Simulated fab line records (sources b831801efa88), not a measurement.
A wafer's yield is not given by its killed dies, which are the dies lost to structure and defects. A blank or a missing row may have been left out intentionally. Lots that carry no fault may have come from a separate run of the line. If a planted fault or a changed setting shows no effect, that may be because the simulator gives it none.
fab line records | flow sky130
record: lots: 5 wafers: 23
route steps=708 shown VT_ADJUST_NCORE@128 VT_ADJUST_HVTR@134 VT_ADJUST_PCH@151 SONOS_TUNNEL@160 SONOS_ONO@170 GATE_OXIDE@188 RES_PROTECT@209 POLY_GATE@213 LDD_N@246
start-h: hours from the record's opening day to when the first of the lot's shown wafers began | wait-h: hours elapsed since this lot's preceding step | " identical to the entry in the row above | L1.1+2: a row that stands for several wafers | - no value present, or no start provided | * or withheld: withheld | < > ~ a bound
route shown NAME@n: names a module that has steps shown in the file, with the first one's number in the route | usual: average and standard deviation across the fault-free wafers | same: alike in all rows | chamber/n: place in a boat | sites: the reading at each site | _std_site: their standard deviation | _edge_site: the outer-site mean with the inner-site mean subtracted | radius-mm: for every site, how far away it sits from the centre of the wafer | mask NAME#n: copy n | behind: the last tool/chamber to shape the wafer | hold: cause of the lot's hold/its duration in hours/its outcome | device: which transistor (n, p or np) failed to switch | end of line: the tests these same wafers got at the end of their route | where a step has no rows: the recipe by itself | killed: dies that structure and defects cost at the first sort, which is not the same as the wafer's yield | map: dies across one wafer; x = killed, . = not, _ = none there
set.NAME: the setting the step ran with; set.NAME@STEP: the setting that earlier step ran with | model.NAME: the simulator's own value behind a step, which no gauge read
lots where settings were altered on purpose, with a table for each step and a row for each wafer
== steps ==
step: SKY_VT_ADJUST_NCORE_IMPLANT_09
recipe: species: B energy-kev: 10 dose-cm2: 2.4e+12 tilt-deg: withheld
columns lot.wafer tool chamber start-h wait-h set.energy-kev model.implant.rp-nm model.implant.drp-nm
L074.1+4+6 implanter-04 0 180.59 0.0 10 34.25 17.11
L077.1+2+5 implanter-02 0 204.27 0.0 10 33.24 17.11
L077.3+4 " 0 " " 10.47 34.78 17.67
L081.1+4+6 implanter-03 0 241.28 0.0 9.634 32.53 16.67
L081.2+5 " 0 " " 10 33.54 17.11
L082.1+2 implanter-04 0 245.33 0.0 10.35 33.44 17.53
L082.3+4+6 " 0 " " 10 32.32 17.11
L084.1+4+5 implanter-04 0 256.83 0.0 10 32.5 17.11
L084.3+6 " 0 " " 10.32 33.53 17.49
step: SKY_VT_ADJUST_NCORE_STRIP_10
recipe: chemistry: O2/N2 power-w: 1400 pressure-mtorr: 1500 platen-temp-c: withheld o2-flow-sccm: 3000 n2-flow-sccm: 300 overash-fraction: 0.5
usual: strip-time-to-endpoint-s: 14.20/0.038
columns lot.wafer tool chamber start-h wait-h set.resist-thk-nm@VT_ADJUST_NCORE_COAT_02 strip-time-to-endpoint-s
L074.1 plasma-asher-02 0 180.74 0.1 1140 14.15
L074.4 " 0 " " 1140 14.21
L074.6 " 0 " " 1140 14.18
L077.1 plasma-asher-02 0 204.42 0.1 1140 14.16
L077.2 " 1 " " 1140 14.16
L077.3 " 1 " " 1140 14.20
L077.4 " 0 " " 1206 14.93
L077.5 " 1 " " 1206 14.93
L081.1 plasma-asher-01 1 241.43 0.1 1140 14.20
L081.2 " 0 " " 1140 14.22
L081.4 " 1 " " 1140 14.21
L081.5 " 1 " " 1140 14.17
L081.6 " 0 " " 1140 14.20
L082.1 plasma-asher-01 1 245.48 0.1 1140 14.18
L082.2 " 0 " " 1189 14.76
L082.3 " 0 " " 1140 14.21
L082.4 " 1 " " 1189 14.76
L082.6 " 1 " " 1140 14.20
L084.1 plasma-asher-01 1 256.98 0.1 1140 14.13
L084.3 " 0 " " 1140 14.16
L084.4 " 1 " " 1140 14.16
L084.5 " 0 " " 1140 14.12
L084.6 " 1 " " 1140 14.14
step: SKY_VT_ADJUST_HVTR_SOFTBAKE_03
recipe: temp-c: 90 time-s: 60 resist: NOVOLAK
columns lot.wafer tool chamber start-h wait-h set.temp-c
L074.1+4+6 litho-track-02 0 191.86 0.1 90
L077.1+4 litho-track-02 0 215.81 0.1 90
L077.2+3+5 " 0 " " 92.93
L081.1+5 litho-track-02 0 252.91 0.1 91.84
L081.2+4+6 " 0 " " 90
L082.1+4 litho-track-04 0 257.12 0.1 92.78
L082.2+3+6 " 0 " " 90
L084.1+6 litho-track-01 0 268.46 0.1 87.04
L084.3+4+5 " 0 " " 90
step: SKY_VT_ADJUST_HVTR_EXPOSE_04
recipe: mask-id: HVTRM target-cd-nm: 380 na: 0.6 source-shape: conventional sigma-outer: 0.6 dose-mj: 150
step: SKY_VT_ADJUST_HVTR_PEB_05
recipe: temp-c: withheld time-s: * resist: NOVOLAK
step: SKY_VT_ADJUST_HVTR_DEVELOP_06
recipe: develop-time-s: 60 dev-temp-c: 23
columns lot.wafer tool chamber start-h wait-h set.temp-c@VT_ADJUST_HVTR_SOFTBAKE_03 model.NOVOLAK_of_VT_ADJUST_HVTR_COAT_02.thk-nm
L074.1+4 litho-track-04 0 202.08 0.1 90 1139
L074.6 " 0 " " 90 1140
L077.1 litho-track-04 0 226.62 0.1 90 1128
L077.2 " 0 " " 92.93 1128
L077.3 " 0 " " 92.93 1124
L077.4 " 0 " " 90 1134
L077.5 " 0 " " 92.93 1125
L081.1 litho-track-02 0 263.81 0.1 91.84 1132
L081.2 " 0 " " 90 1140
L081.4+6 " 0 " " 90 1136
L081.5 " 0 " " 91.84 1131
L082.1 litho-track-02 0 268.26 0.1 92.78 1130
L082.2+6 " 0 " " 90 1138
L082.3 " 0 " " 90 1136
L082.4 " 0 " " 92.78 1131
L084.1 litho-track-04 0 280.67 0.1 87.04 1149
L084.3+5 " 0 " " 90 1139
L084.4 " 0 " " 90 1138
L084.6 " 0 " " 87.04 1148
step: SKY_VT_ADJUST_HVTR_IMPLANT_09
recipe: species: B energy-kev: 10 dose-cm2: 2.1e+12 tilt-deg: withheld
columns lot.wafer tool chamber start-h wait-h set.energy-kev model.implant.rp-nm model.implant.drp-nm
L074.1+4+6 implanter-04 0 202.38 0.0 10 33.2 17.11
L077.1+3+5 implanter-01 0 226.93 0.0 10.49 34.31 17.69
L077.2+4 " 0 " " 10 32.73 17.11
L081.1+2+4 implanter-04 0 264.12 0.0 9.514 31.43 16.53
L081.5+6 " 0 " " 10 32.73 17.11
L082.1+2+3 implanter-03 0 268.57 0.0 10.56 34.53 17.78
L082.4+6 " 0 " " 10 32.72 17.11
L084.1+3+4+5+6 implanter-04 0 280.98 0.0 10 33.56 17.11
step: SKY_VT_ADJUST_HVTR_STRIP_10
recipe: chemistry: O2/N2 power-w: 1400 pressure-mtorr: 1500 platen-temp-c: withheld o2-flow-sccm: 3000 n2-flow-sccm: 300 overash-fraction: 0.5
step: SKY_VT_ADJUST_HVTR_TW_MEAS_11
usual: VT_ADJUST_HVTR_TW: 210.4/1.1
columns lot.wafer tool chamber start-h wait-h set.energy-kev@VT_ADJUST_HVTR_IMPLANT_09 VT_ADJUST_HVTR_TW
L074.1 film-metro-03 - 202.63 0.1 10 211.9
L074.4 " - " " 10 212.0
L074.6 " - " " 10 212.1
L077.1 film-metro-04 - 227.18 0.1 10.49 212.2
L077.2 " - " " 10 210.0
L077.3 " - " " 10.49 213.7
L077.4 " - " " 10 210.5
L077.5 " - " " 10.49 212.3
L081.1 film-metro-01 - 264.37 0.1 9.514 207.4
L081.2 " - " " 9.514 206.5
L081.4 " - " " 9.514 207.6
L081.5 " - " " 10 209.6
L081.6 " - " " 10 209.5
L082.1 film-metro-04 - 268.82 0.1 10.56 213.0
L082.2 " - " " 10.56 212.6
L082.3 " - " " 10.56 212.2
L082.4 " - " " 10 209.2
L082.6 " - " " 10 209.6
L084.1 film-metro-04 - 281.23 0.1 10 210.5
L084.3 " - " " 10 209.8
L084.4 " - " " 10 210.0
L084.5 " - " " 10 210.1
L084.6 " - " " 10 210.6
step: SKY_VT_ADJUST_PCH_IMPLANT_08
recipe: species: B energy-kev: 10 dose-cm2: 5e+11 tilt-deg: withheld
columns lot.wafer tool chamber start-h wait-h set.dose-cm2
L074.1+4+6 implanter-02 0 225.07 0.0 5e+11
L077.1+2+3+4+5 implanter-01 0 249.17 0.0 5e+11
L081.1+4 implanter-03 0 288.22 0.0 5e+11
L081.2+5+6 " 0 " " 5.112e+11
L082.1+2+3+4+6 implanter-03 0 293.42 0.0 5e+11
L084.1+4+6 implanter-01 0 306.35 0.0 4.626e+11
L084.3+5 " 0 " " 5e+11
step: SKY_VT_ADJUST_PCH_STRIP_09
recipe: chemistry: O2/N2 power-w: 1400 pressure-mtorr: 1500 platen-temp-c: withheld o2-flow-sccm: 3000 n2-flow-sccm: 300 overash-fraction: 0.5
step: SKY_VT_ADJUST_PCH_TW_MEAS_10
usual: VT_ADJUST_PCH_TW: 141.8/1.1
columns lot.wafer tool chamber start-h wait-h set.dose-cm2@VT_ADJUST_PCH_IMPLANT_08 VT_ADJUST_PCH_TW
L074.1 film-metro-02 - 225.32 0.1 5e+11 142.7
L074.4 " - " " 5e+11 142.8
L074.6 " - " " 5e+11 142.4
L077.1 film-metro-04 - 249.42 0.1 5e+11 142.4
L077.2 " - " " 5e+11 141.7
L077.3 " - " " 5e+11 142.0
L077.4 " - " " 5e+11 141.9
L077.5 " - " " 5e+11 141.9
L081.1 film-metro-01 - 288.47 0.1 5e+11 142.6
L081.2 " - " " 5.112e+11 143.3
L081.4 " - " " 5e+11 141.1
L081.5 " - " " 5.112e+11 142.6
L081.6 " - " " 5.112e+11 142.9
L082.1 film-metro-04 - 293.67 0.1 5e+11 142.9
L082.2 " - " " 5e+11 143.4
L082.3 " - " " 5e+11 142.3
L082.4 " - " " 5e+11 143.0
L082.6 " - " " 5e+11 142.7
L084.1 film-metro-02 - 306.60 0.1 4.626e+11 137.1
L084.3 " - " " 5e+11 140.7
L084.4 " - " " 4.626e+11 137.1
L084.5 " - " " 5e+11 139.8
L084.6 " - " " 4.626e+11 137.4
step: SKY_SONOS_TUNNEL_DEVELOP_06
recipe: resist: NOVOLAK developer: TMAH develop-time-s: 60 dev-temp-c: 23
columns lot.wafer tool chamber start-h wait-h set.develop-time-s
L074.1+4+6 litho-track-04 0 247.82 0.1 60
L077.1+3+4 litho-track-03 0 272.64 0.1 60
L077.2+5 " 0 " " 51.98
L081.1+2+4+5+6 litho-track-02 0 312.81 0.1 60
L082.1+2+4 litho-track-04 0 318.82 0.1 56.26
L082.3+6 " 0 " " 60
L084.1+3+4+5+6 litho-track-04 0 332.02 0.1 60
step: SKY_SONOS_TUNNEL_CD_MEAS_07
recipe: target-cd-nm: 410
usual: cd-nm: 410.9/2.4
columns lot.wafer tool chamber start-h wait-h set.develop-time-s@SONOS_TUNNEL_DEVELOP_06 cd-nm
L074.1 cd-sem-02 - 247.97 0.1 60 407.6
L074.4 " - " " 60 405.4
L074.6 " - " " 60 406.9
L077.1 cd-sem-02 - 272.79 0.1 60 407.9
L077.2 " - " " 51.98 397.1
L077.3 " - " " 60 410.9
L077.4 " - " " 60 408.9
L077.5 " - " " 51.98 396.3
L081.1 cd-sem-01 - 312.96 0.1 60 407.8
L081.2 " - " " 60 409.3
L081.4 " - " " 60 408.9
L081.5 " - " " 60 408.2
L081.6 " - " " 60 409.7
L082.1 cd-sem-01 - 318.97 0.1 56.26 405.8
L082.2 " - " " 56.26 406.3
L082.3 " - " " 60 409.6
L082.4 " - " " 56.26 404.9
L082.6 " - " " 60 410.2
L084.1 cd-sem-02 - 332.17 0.1 60 411.9
L084.3 " - " " 60 409.7
L084.4 " - " " 60 413.8
L084.5 " - " " 60 412.8
L084.6 " - " " 60 412.8
step: SKY_SONOS_ONO_CVD_02
recipe: material: Si3N4 precursor: DCS/NH3 target-thk-nm: 10.5 temp-c: 770 time-s: 180 pressure-mtorr: 250
columns lot.wafer tool chamber start-h wait-h set.pressure-mtorr model.Si3N4_of_SONOS_ONO_CVD_02.thk-nm
L074.1 lpcvd-02 0 253.40 0.1 250 10.5
L074.4 " 0 " " 250 10.6
L074.6 " 0 " " 250 10.48
L077.1 - - - 0.6 286.9 10.99
L077.2 " - " " 286.9 11.09
L077.3 " - " " 286.9 10.92
L077.4 " - " " 286.9 10.98
L077.5 " - " " 286.9 11.1
L081.1 - - - 0.1 276.9 10.92
L081.2 " - " " 276.9 10.84
L081.4 " - " " 276.9 10.78
L081.5 " - " " 276.9 10.86
L081.6 " - " " 276.9 10.8
L082.1 - - - 0.5 227.3 10.24
L082.2 " - " " 227.3 10.15
L082.3 " - " " 227.3 10.21
L082.4 " - " " 227.3 10.18
L082.6 " - " " 227.3 10.1
L084.1+4 - - - 0.1 250 10.65
L084.3 " - " " 250 10.56
L084.5 " - " " 250 10.7
L084.6 " - " " 250 10.68
step: SKY_GATE_OXIDE_OXIDATION_01
recipe: temp-c: 900 ambient: O2 stabilise-s: 600 purge-s: 300 target-thk-a: 102.68 ox-time-s: 1473
columns lot.wafer tool chamber start-h wait-h set.ox-time-s model.SiO2_of_GATE_OXIDE_OXIDATION_01.thk-nm
L074.1 furnace-02 0 279.44 0.0 1473 9.841
L074.4 " 0 " " 1473 9.989
L074.6 " 0 " " 1473 10.04
L077.1 - - - 2.0 1669 11.15
L077.2 " - " " 1669 11.3
L077.3 " - " " 1669 11.2
L077.4 " - " " 1669 11.35
L077.5 " - " " 1669 11.31
L081.1+2 - - - 0.0 1473 10.49
L081.4 " - " " 1473 10.46
L081.5 " - " " 1473 10.36
L081.6 " - " " 1473 10.47
L082.1 - - - 0.2 1320 9.618
L082.2 " - " " 1320 9.535
L082.3 " - " " 1320 9.527
L082.4 " - " " 1320 9.541
L082.6 " - " " 1320 9.515
L084.1 - - - 0.5 1333 9.524
L084.3 " - " " 1333 9.609
L084.4 " - " " 1333 9.65
L084.5 " - " " 1333 9.504
L084.6 " - " " 1333 9.56
step: SKY_GATE_OXIDE_THK_MEAS_02
recipe: reads: SiO2_of_GATE_OXIDE_OXIDATION_01
usual: GATE_OXIDE_OXIDATION_00_THK: 10.30/0.21
columns lot.wafer tool chamber start-h wait-h set.ox-time-s@GATE_OXIDE_OXIDATION_01 GATE_OXIDE_OXIDATION_00_THK[nm]
L074.1 film-metro-03 - 280.85 0.0 1473 9.85
L074.4 " - " " 1473 10.00
L074.6 " - " " 1473 10.07
L077.1 film-metro-04 - - - 1669 11.17
L077.2 " - " " 1669 11.31
L077.3 " - " " 1669 11.19
L077.4 " - " " 1669 11.32
L077.5 " - " " 1669 11.28
L081.1 film-metro-01 - - - 1473 10.47
L081.2 " - " " 1473 10.52
L081.4 " - " " 1473 10.42
L081.5 " - " " 1473 10.36
L081.6 " - " " 1473 10.45
L082.1 film-metro-03 - - - 1320 9.62
L082.2 " - " " 1320 9.55
L082.3 " - " " 1320 9.53
L082.4 " - " " 1320 9.52
L082.6 " - " " 1320 9.47
L084.1 film-metro-03 - - - 1333 9.53
L084.3 " - " " 1333 9.64
L084.4 " - " " 1333 9.65
L084.5 " - " " 1333 9.49
L084.6 " - " " 1333 9.58
step: SKY_GATE_OXIDE_IMPLANT_11
recipe: species: B energy-kev: 10 dose-cm2: 2.6e+12 tilt-deg: withheld
columns lot.wafer tool chamber start-h wait-h set.energy-kev model.implant.rp-nm model.implant.drp-nm
L074.1+4+6 implanter-03 0 306.00 0.0 10 33.34 17.11
L077.1+2+4 implanter-03 0 331.95 0.0 10 33.14 17.11
L077.3+5 " 0 " " 10.21 33.82 17.36
L081.1+2+4+5+6 implanter-04 0 374.60 0.0 10 32.81 17.11
L082.1+3+4 implanter-04 0 381.66 0.0 10 33.1 17.11
L082.2+6 " 0 " " 10.22 33.81 17.37
L084.1+5 implanter-04 0 396.01 0.0 10 33.03 17.11
L084.3+4+6 " 0 " " 9.576 31.88 16.6
step: SKY_GATE_OXIDE_WET_ETCH_12
recipe: chemistry: dHF target-depth-nm: 16.8 dry: n2-spin target: SiO2 dilution: 100:1 temp-c: 25 time-s: 336
step: SKY_GATE_OXIDE_STRIP_13
recipe: chemistry: O2/N2 power-w: 1400 pressure-mtorr: 1500 platen-temp-c: withheld o2-flow-sccm: 3000 n2-flow-sccm: 300 overash-fraction: 0.5
step: SKY_GATE_OXIDE_CLEAN_15
recipe: chemistry: SC1/SC2 mix: 1:4:20 temp-c: 70 time-s: 150 dry: n2-spin
step: SKY_GATE_OXIDE_OXIDATION_16
recipe: temp-c: 800 ambient: O2 idle-temp-c: 700 ramp-up-c-per-min: 10 ramp-down-c-per-min: 3 stabilise-s: 600 purge-s: 300 target-thk-a: 35.7 ox-time-s: 1915
columns lot.wafer tool chamber start-h wait-h set.ox-time-s@GATE_OXIDE_OXIDATION_01 model.SiO2_of_GATE_OXIDE_OXIDATION_01.thk-nm
L074.1 furnace-02 0 307.75 1.3 1473 11.25
L074.4 " 0 " " 1473 11.39
L074.6 " 0 " " 1473 11.41
L077.1 furnace-02 0 333.01 0.6 1669 12.46
L077.2 " 0 " " 1669 12.61
L077.3 " 0 " " 1669 12.52
L077.4+5 " 0 " " 1669 12.63
L081.1+4 furnace-02 0 375.07 0.0 1473 11.76
L081.2 " 0 " " 1473 11.75
L081.5 " 0 " " 1473 11.65
L081.6 " 0 " " 1473 11.77
L082.1 furnace-02 0 383.50 1.3 1320 11.06
L082.2+4 " 0 " " 1320 10.97
L082.3 " 0 " " 1320 10.96
L082.6 " 0 " " 1320 10.94
L084.1 furnace-02 0 397.82 1.3 1333 10.92
L084.3 " 0 " " 1333 11.01
L084.4 " 0 " " 1333 11.08
L084.5 " 0 " " 1333 10.91
L084.6 " 0 " " 1333 10.97
step: SKY_RES_PROTECT_SOFTBAKE_03
recipe: temp-c: 90 time-s: 60 resist: NOVOLAK
columns lot.wafer tool chamber start-h wait-h set.temp-c
L074.1+4+6 litho-track-02 0 322.76 0.1 90
L077.1+4+5 litho-track-02 0 348.61 0.1 90
L077.2+3 " 0 " " 86.37
L081.1+6 litho-track-02 0 392.56 0.1 90
L081.2+4+5 " 0 " " 87.33
L082.1+6 litho-track-02 0 400.36 0.1 88.52
L082.2+3+4 " 0 " " 90
L084.1+3+6 litho-track-03 0 419.39 0.1 88.32
L084.4+5 " 0 " " 90
step: SKY_RES_PROTECT_EXPOSE_04
recipe: mask-id: RPM na: 0.6 source-shape: conventional sigma-outer: 0.6 polarization: unpolarized target-cd-nm: 1270 dose-mj: 131
step: SKY_RES_PROTECT_PEB_05
recipe: temp-c: withheld time-s: * resist: NOVOLAK
step: SKY_RES_PROTECT_DEVELOP_06
recipe: resist: NOVOLAK developer: TMAH develop-time-s: 60 dev-temp-c: 23
columns lot.wafer tool chamber start-h wait-h set.temp-c@RES_PROTECT_SOFTBAKE_03 model.NOVOLAK_of_RES_PROTECT_COAT_02.thk-nm
L074.1 litho-track-03 0 336.04 0.1 90 1141
L074.4 " 0 " " 90 1139
L074.6 " 0 " " 90 1140
L077.1 litho-track-02 0 363.36 0.1 90 1141
L077.2 " 0 " " 86.37 1151
L077.3 " 0 " " 86.37 1152
L077.4 " 0 " " 90 1140
L077.5 " 0 " " 90 1138
L081.1 litho-track-01 0 406.66 0.1 90 1144
L081.2 " 0 " " 87.33 1147
L081.4 " 0 " " 87.33 1151
L081.5 " 0 " " 87.33 1152
L081.6 " 0 " " 90 1143
L082.1 litho-track-02 0 415.56 0.1 88.52 1150
L082.2 " 0 " " 90 1142
L082.3 " 0 " " 90 1146
L082.4 " 0 " " 90 1145
L082.6 " 0 " " 88.52 1148
L084.1 litho-track-03 0 434.54 0.1 88.32 1142
L084.3 " 0 " " 88.32 1143
L084.4+5 " 0 " " 90 1138
L084.6 " 0 " " 88.32 1140
step: SKY_POLY_GATE_IMPLANT_02
recipe: species: P energy-kev: 30 dose-cm2: 7.7e+15 tilt-deg: 0
columns lot.wafer tool chamber start-h wait-h set.energy-kev model.implant.rp-nm model.implant.drp-nm
L074.1+4+6 implanter-01 0 336.19 0.1 30 37.47 16.6
L077.1+2 implanter-01 0 363.51 0.1 30 37.2 16.6
L077.3+4+5 " 0 " " 31.37 38.81 17.23
L081.1+4+6 implanter-03 0 406.81 0.1 28.69 36.06 16.16
L081.2+5 " 0 " " 30 37.16 16.6
L082.1+3 implanter-03 0 415.71 0.1 30 37.12 16.6
L082.2+4+6 " 0 " " 29.13 36.39 16.31
L084.1+3 implanter-04 0 434.69 0.1 28.54 35.37 16.11
L084.4+5+6 " 0 " " 30 36.58 16.6
step: SKY_RES_PROTECT_STRIP_07
recipe: chemistry: O2/N2 power-w: 1400 pressure-mtorr: 1500 platen-temp-c: withheld o2-flow-sccm: 3000 n2-flow-sccm: 300 overash-fraction: 0.5
usual: strip-time-to-endpoint-s: 23.30/0.043
columns lot.wafer tool chamber start-h wait-h set.energy-kev@POLY_GATE_IMPLANT_02 strip-time-to-endpoint-s
L074.1 plasma-asher-02 0 336.34 0.1 30 23.29
L074.4 " 1 " " 30 23.31
L074.6 " 0 " " 30 23.31
L077.1 plasma-asher-02 0 363.66 0.1 30 23.32
L077.2 " 1 " " 30 23.41
L077.3 " 0 " " 31.37 23.81
L077.4 " 1 " " 31.37 23.72
L077.5 " 1 " " 31.37 23.67
L081.1 plasma-asher-01 1 406.96 0.1 28.69 22.96
L081.2 " 0 " " 30 23.37
L081.4 " 0 " " 28.69 22.99
L081.5 " 1 " " 30 23.39
L081.6 " 0 " " 28.69 22.94
L082.1 plasma-asher-02 1 415.86 0.1 30 23.39
L082.2 " 0 " " 29.13 23.05
L082.3 " 1 " " 30 23.35
L082.4 " 0 " " 29.13 23.09
L082.6 " 0 " " 29.13 23.14
L084.1 plasma-asher-01 1 434.84 0.1 28.54 22.88
L084.3 " 1 " " 28.54 22.88
L084.4 " 0 " " 30 23.27
L084.5 " 0 " " 30 23.27
L084.6 " 1 " " 30 23.26
step: SKY_LDD_N_IMPLANT_09
recipe: species: As energy-kev: 20 dose-cm2: 7.5e+13 tilt-deg: withheld rotation-deg: 113
columns lot.wafer tool chamber start-h wait-h set.energy-kev model.implant.rp-nm model.implant.drp-nm
L074.1+4+6 implanter-01 0 398.50 0.1 20 15.35 7.212
L077.1+5 implanter-01 0 428.21 0.1 19.68 15.92 7.131
L077.2+3+4 " 0 " " 20 16.11 7.212
L081.1+4 implanter-01 0 474.67 0.1 19.13 15.12 6.993
L081.2+5+6 " 0 " " 20 15.62 7.212
L082.1+3+6 implanter-01 0 481.56 0.1 18.87 14.69 6.928
L082.2+4 " 0 " " 20 15.33 7.212
L084.1+3+4+5+6 implanter-01 0 502.25 0.1 20 15.91 7.212
== key ==
split: step: SKY_VT_ADJUST_NCORE_IMPLANT_09 setting: energy-kev stated: 10 by: wafer
response: step: SKY_VT_ADJUST_NCORE_IMPLANT_09 reading: model.implant.rp-nm change: +0.312 per: 1% r: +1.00
response: step: SKY_VT_ADJUST_NCORE_IMPLANT_09 reading: model.implant.drp-nm change: +0.119 per: 1% r: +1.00
split: step: SKY_VT_ADJUST_HVTR_SOFTBAKE_03 setting: temp-c stated: 90 by: wafer
response: step: SKY_VT_ADJUST_HVTR_DEVELOP_06 reading: model.NOVOLAK_of_VT_ADJUST_HVTR_COAT_02.thk-nm change: -2.39 per: 1% r: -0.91
split: step: SKY_VT_ADJUST_HVTR_IMPLANT_09 setting: energy-kev stated: 10 by: wafer
response: step: SKY_VT_ADJUST_HVTR_IMPLANT_09 reading: model.implant.rp-nm change: +0.306 per: 1% r: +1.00
response: step: SKY_VT_ADJUST_HVTR_IMPLANT_09 reading: model.implant.drp-nm change: +0.119 per: 1% r: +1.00
response: step: SKY_VT_ADJUST_HVTR_TW_MEAS_11 reading: VT_ADJUST_HVTR_TW change: +0.527 per: 1% r: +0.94
split: step: SKY_VT_ADJUST_PCH_IMPLANT_08 setting: dose-cm2 stated: 5e+11 by: wafer
response: step: SKY_VT_ADJUST_PCH_TW_MEAS_10 reading: VT_ADJUST_PCH_TW change: +0.412 per: 1% r: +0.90
split: step: SKY_SONOS_TUNNEL_DEVELOP_06 setting: develop-time-s stated: 60 by: wafer
response: step: SKY_SONOS_TUNNEL_CD_MEAS_07 reading: cd-nm change: +0.89 per: 1% r: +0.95
split: step: SKY_SONOS_ONO_CVD_02 setting: pressure-mtorr stated: 250 by: lot
response: step: SKY_SONOS_ONO_CVD_02 reading: model.Si3N4_of_SONOS_ONO_CVD_02.thk-nm change: +0.0328 per: 1% r: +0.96
split: step: SKY_GATE_OXIDE_OXIDATION_01 setting: ox-time-s stated: 1473 by: lot
response: step: SKY_GATE_OXIDE_OXIDATION_01 reading: model.SiO2_of_GATE_OXIDE_OXIDATION_01.thk-nm change: +0.0731 per: 1% r: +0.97
response: step: SKY_GATE_OXIDE_THK_MEAS_02 reading: GATE_OXIDE_OXIDATION_00_THK change: +0.0728 per: 1% r: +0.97
response: step: SKY_GATE_OXIDE_OXIDATION_16 reading: model.SiO2_of_GATE_OXIDE_OXIDATION_01.thk-nm change: +0.0679 per: 1% r: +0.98
split: step: SKY_GATE_OXIDE_IMPLANT_11 setting: energy-kev stated: 10 by: wafer
response: step: SKY_GATE_OXIDE_IMPLANT_11 reading: model.implant.rp-nm change: +0.29 per: 1% r: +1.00
response: step: SKY_GATE_OXIDE_IMPLANT_11 reading: model.implant.drp-nm change: +0.12 per: 1% r: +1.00
split: step: SKY_RES_PROTECT_SOFTBAKE_03 setting: temp-c stated: 90 by: wafer
response: step: SKY_RES_PROTECT_DEVELOP_06 reading: model.NOVOLAK_of_RES_PROTECT_COAT_02.thk-nm change: -2.64 per: 1% r: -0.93
split: step: SKY_POLY_GATE_IMPLANT_02 setting: energy-kev stated: 30 by: wafer
response: step: SKY_POLY_GATE_IMPLANT_02 reading: model.implant.rp-nm change: +0.281 per: 1% r: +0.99
response: step: SKY_POLY_GATE_IMPLANT_02 reading: model.implant.drp-nm change: +0.112 per: 1% r: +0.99
response: step: SKY_RES_PROTECT_STRIP_07 reading: strip-time-to-endpoint-s change: * per: 1% r: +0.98
split: step: SKY_LDD_N_IMPLANT_09 setting: energy-kev stated: 20 by: wafer
response: step: SKY_LDD_N_IMPLANT_09 reading: model.implant.rp-nm change: +0.113 per: 1% r: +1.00
response: step: SKY_LDD_N_IMPLANT_09 reading: model.implant.drp-nm change: +0.0502 per: 1% r: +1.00
split outside-this-file step=SKY_VT_ADJUST_NCORE_COAT_02 setting=resist-thk-nm
split outside-this-file: this setting was split too, and the file shows its column; the key of that split is in another file
